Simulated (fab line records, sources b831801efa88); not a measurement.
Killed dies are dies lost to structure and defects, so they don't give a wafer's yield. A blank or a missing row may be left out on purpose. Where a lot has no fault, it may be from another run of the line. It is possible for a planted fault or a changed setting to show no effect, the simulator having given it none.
What tool caused it? -- flow gf180mcu -- 14 lots, 42 wafers sampled, at 2 steps of a route of 602

WHAT EACH GAUGE READ, for each wafer
GF_V1_CD_MEAS_14: target cd 260 nm.
lot,measured,on,cd_nm (nm)
L694,day 18 22:04,cd_sem-02,259.7 260.7 260.2
L696,day 19 08:29,cd_sem-02,261.0 261.3 261.0
L695,day 19 10:41,cd_sem-02,258.3 258.5 258.1
L697,day 19 22:41,cd_sem-01,261.1 260.5 261.0
L702,day 21 12:25,cd_sem-02,259.5 259.5 259.9
L704,day 22 10:26,cd_sem-01,263.6 264.4 263.9
L705,day 22 14:56,cd_sem-01,261.3 261.7 263.4
L706,day 22 16:35,cd_sem-02,261.3 260.8 260.8
L708,day 23 14:42,cd_sem-02,260.5 261.1 260.9
L710,day 24 03:57,cd_sem-02,260.7 260.4 260.2
L711,day 24 09:17,cd_sem-01,258.5 259.3 258.3
L713,day 25 02:06,cd_sem-01,261.0 262.4 262.0
L715,day 25 15:33,cd_sem-01,260.7 260.7 260.6
L716,day 26 00:22,cd_sem-02,261.1 262.0 260.5

WHAT TOOL EACH LOT RAN ON (gives the tool, then ch and the chambers of the sampled wafers, and finally the start)
lot,GF_V1_PEB_12
L694,"litho_track-04 ch 0, day 18 21:43"
L696,"litho_track-02 ch 0, day 19 08:10"
L695,"litho_track-03 ch 0, day 19 10:20"
L697,"litho_track-03 ch 0, day 19 22:20"
L702,"litho_track-04 ch 0, day 21 12:04"
L704,"litho_track-04 ch 0, day 22 10:06"
L705,"litho_track-04 ch 0, day 22 14:37"
L706,"litho_track-03 ch 0, day 22 16:14"
L708,"litho_track-02 ch 0, day 23 14:21"
L710,"litho_track-02 ch 0, day 24 03:36"
L711,"litho_track-03 ch 0, day 24 08:56"
L713,"litho_track-03 ch 0, day 25 01:46"
L715,"litho_track-02 ch 0, day 25 15:12"
L716,"litho_track-04 ch 0, day 26 00:01"
- GF_V1_PEB_12: peb time 90 s.

AS READ BY THE TOOLS THEMSELVES (means over the sampled wafers that have a number; for cases with no such wafer, the mark the record gives instead)
GF_V1_PEB_12.
lot,tool,heater_power_total_W (W),plate_temp_C (C),resist_line_temp_C (C)
L694,litho_track-04,85.70,135.12,23.03
L696,litho_track-02,85.69,134.98,22.95
L695,litho_track-03,85.75,134.96,23.00
L697,litho_track-03,85.67,135.09,23.07
L702,litho_track-04,85.70,134.98,23.17
L704,litho_track-04,86.43,135.70,23.00
L705,litho_track-04,86.43,135.71,23.01
L706,litho_track-03,85.69,134.99,23.00
L708,litho_track-02,85.72,135.01,23.09
L710,litho_track-02,85.74,134.95,22.97
L711,litho_track-03,85.70,134.98,23.13
L713,litho_track-03,85.69,135.06,23.02
L715,litho_track-02,85.67,135.01,23.11
L716,litho_track-04,85.68,134.81,23.07

THE ANSWER, worked out from the rows above alone
Rule: what is usual is taken from the lots themselves. Put in order of their means at a reading, lots are off if they are a third of the lots or fewer, leave a main group of 4 or more, and stand apart from it by a gap of 3 or more times the standard deviation of the main group's means; of several such gaps the widest counts. A main group whose means are all the same, to the digits that the tables above print for the reading, isn't used. A lot without any number at a reading at which 4 lots or more have one is off too. The other lots that the step has rows for count as sound. The gauges are gone through in route order, then the tools' own readings, and for those a lot's mean is taken as printed above. The first step at which some lot is off is used, and at that step the reading that is off furthest; a lot without a number counts as furthest.
Off at GF_V1_PEB_12 (heater_power_total_W): L704, L705. The main group has a mean of 85.70 W with a standard deviation of 0.024.
If a tool, at that step or one of the process steps before it, ran each lot that is off and ran no sound lot following the first of them, it fits. No candidate that was tried fits.

WHAT THE SIMULATOR HAD INSERTED
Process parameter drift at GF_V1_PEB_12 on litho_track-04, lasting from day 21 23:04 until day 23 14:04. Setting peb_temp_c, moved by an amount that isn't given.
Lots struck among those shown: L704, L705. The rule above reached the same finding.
